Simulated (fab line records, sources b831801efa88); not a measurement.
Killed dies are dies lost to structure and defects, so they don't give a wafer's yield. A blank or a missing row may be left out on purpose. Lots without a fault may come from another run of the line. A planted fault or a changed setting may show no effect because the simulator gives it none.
A struck lot beside a sound one | flow sky130 | 17 steps out of a route of 708
Sound: wafers L455.1, L455.5, L455.6. Struck: wafers L467.3, L467.4, L467.6. The cause comes at the end.
At each step with rows: each side's tool, then ch and its chambers, then its first start. Under that, the readings that differ: sound wafers | struck wafers | difference of the means | sigmas: that difference in standard deviations of wafers without a fault.
alike: readings whose means differ by less than 2 such deviations, and words and numbers that are the same on both sides. not compared: withheld readings, readings that some wafer has no value for, bounds like >300 that may hide the same value, and numbers for which the record gives no deviation and whose values overlap.
The two part at a step that has a row with sigmas, a row that says differs or no value, or rows on one side only. Numbers that don't overlap but have no deviation are shown without sigmas and don't part them. A reading that every wafer of one side lacks parts them only if that side has two wafers or more.

SKY_SONOS_ONO_THK_MEAS_03:
  sound on film_metro-03, day 11 21:39; struck on film_metro-01, day 15 11:08
  alike: SONOS_ONO_CVD_02_THK
then, 1 step without rows for these wafers: SKY_SONOS_ONO_CVD_04 (deposits SiO2 from SiH4/N2O, target thk 5.7199 nm).
SKY_SONOS_ONO_THK_MEAS_05:
  sound on film_metro-04, day 11 22:58; struck on film_metro-03, day 15 12:27
  alike: SONOS_ONO_CVD_04_THK
then, 7 steps without rows for these wafers: SKY_SONOS_ONO_DEHYDRATE_06 (time 60 s); SKY_SONOS_ONO_HMDS_07 (prime time 60 s); SKY_SONOS_ONO_COAT_08 (resist thk 1140 nm); SKY_SONOS_ONO_SOFTBAKE_09 (time 60 s); SKY_SONOS_ONO_EXPOSE_10 (exposes mask ONOM, target cd 410 nm); SKY_SONOS_ONO_PEB_11; SKY_SONOS_ONO_DEVELOP_12 (develop time 60 s).
SKY_SONOS_ONO_CD_MEAS_13: target cd 410 nm.
  sound on cd_sem-02, day 12 21:49; struck on cd_sem-01, day 16 16:49
  alike: cd_nm
SKY_SONOS_ONO_OVL_MEAS_14:
  sound on overlay-02, day 12 21:56; struck on overlay-01, day 16 16:55
  alike: SONOS_ONO_OVL
SKY_SONOS_ONO_ETCH_15: etches the open film in CHF3/O2, target depth 19.52 nm, time 7.8 s.
  sound on rie_diel-01 ch 0,1,2, day 12 21:59; struck on rie_diel-03 ch 0,1,3, day 16 16:56
  no value came back on the struck wafers for any of 6 readings (O2_flow_sccm (sccm), bias_w (W) and others); on the sound wafers O2_flow_sccm (sccm) reads 4.971 5.004 5.001
  reading                                        | sound             | struck            | difference | sigmas
  model.NOVOLAK_of_SONOS_ONO_COAT_08.thk_nm (nm) | 1118 1123 1124    | 1138 1137 1136    | +15        |
  model.SiO2_of_FIELD_ISO_CVD_24.thk_nm (nm)     | 398.9 398.8 398.8 | 401.3 403.1 401.9 | +3.3       |
  model.SiO2_of_NWELL_OXIDATION_01.thk_nm (nm)   | 5.334 5.075 5.088 | 8.615 8.724 8.721 | +3.521     |
  not compared: rf_hours_counter_h
then, 1 step without rows for these wafers: SKY_SONOS_ONO_WET_ETCH_16 (etches SiO2 in dHF, target depth 14 nm, time 280 s).
SKY_SONOS_ONO_STRIP_17: strips in O2/N2.
  sound on plasma_asher-04 ch 0,1, day 12 22:05; struck on plasma_asher-04 ch 0,1, day 16 17:05
  reading                      | sound             | struck            | difference | sigmas
  strip_time_to_endpoint_s (s) | 14.03 14.09 14.10 | 14.16 14.15 14.14 | +0.08      | +2
  alike: chamber_pressure_mTorr, drypump_motor_current_A, oes_product_au
  not compared: rf_hours_counter_h
SKY_SONOS_ONO_WET_ETCH_18: etches Si3N4 in H3PO4, target depth 15 nm, time 172 s.
  sound on wet_bench-04 ch 0, day 12 22:11; struck on wet_bench-02 ch 1, day 16 17:09
  reading                                    | sound             | struck            | difference | sigmas
  bath_guard_temp_C (C)                      | 159.3 159.5 159.3 | 160.2 160.8 160.6 | +1.2       | +3
  model.SiO2_of_FIELD_ISO_CVD_24.thk_nm (nm) | 383.3 383.1 383.2 | 385.7 387.5 386.3 | +3.3       |
  alike: bath_heat_duty_pct
-- the record jumps here: 32 days lie between the struck wafers' starts before and after (it left off in module SONOS_ONO and takes up again in module PAD_OPEN, whose first step shown is number 708 of the route) --
SKY_PAD_OPEN_PROBE_99:
  sound on prober-01, day 46 09:22; struck on prober-02, day 48 19:19
  reading             | sound     | struck                                                               | difference                   | sigmas
  hold                | - - -     | await_dispo/3.0h/scrap await_dispo/3.0h/scrap await_dispo/3.0h/scrap | no value on the sound wafers |
  killed_at_front_end | 11 20 2   | 405 413 426                                                          | +404                         | +90
  killed_dies         | 85 101 76 | 492 492 492                                                          | +405                         | +42
  killed_on_rim       | 19 22 19  | 96 96 96                                                             | +76                          | +21
  alike: killed_at_M0_to_M3, killed_at_M4_up, killed_at_contacts, killed_at_other, killed_open, killed_short

WHERE THEY PART
First at SKY_SONOS_ONO_ETCH_15; last, within this record, at SKY_PAD_OPEN_PROBE_99.

WHY: what the simulator had put in
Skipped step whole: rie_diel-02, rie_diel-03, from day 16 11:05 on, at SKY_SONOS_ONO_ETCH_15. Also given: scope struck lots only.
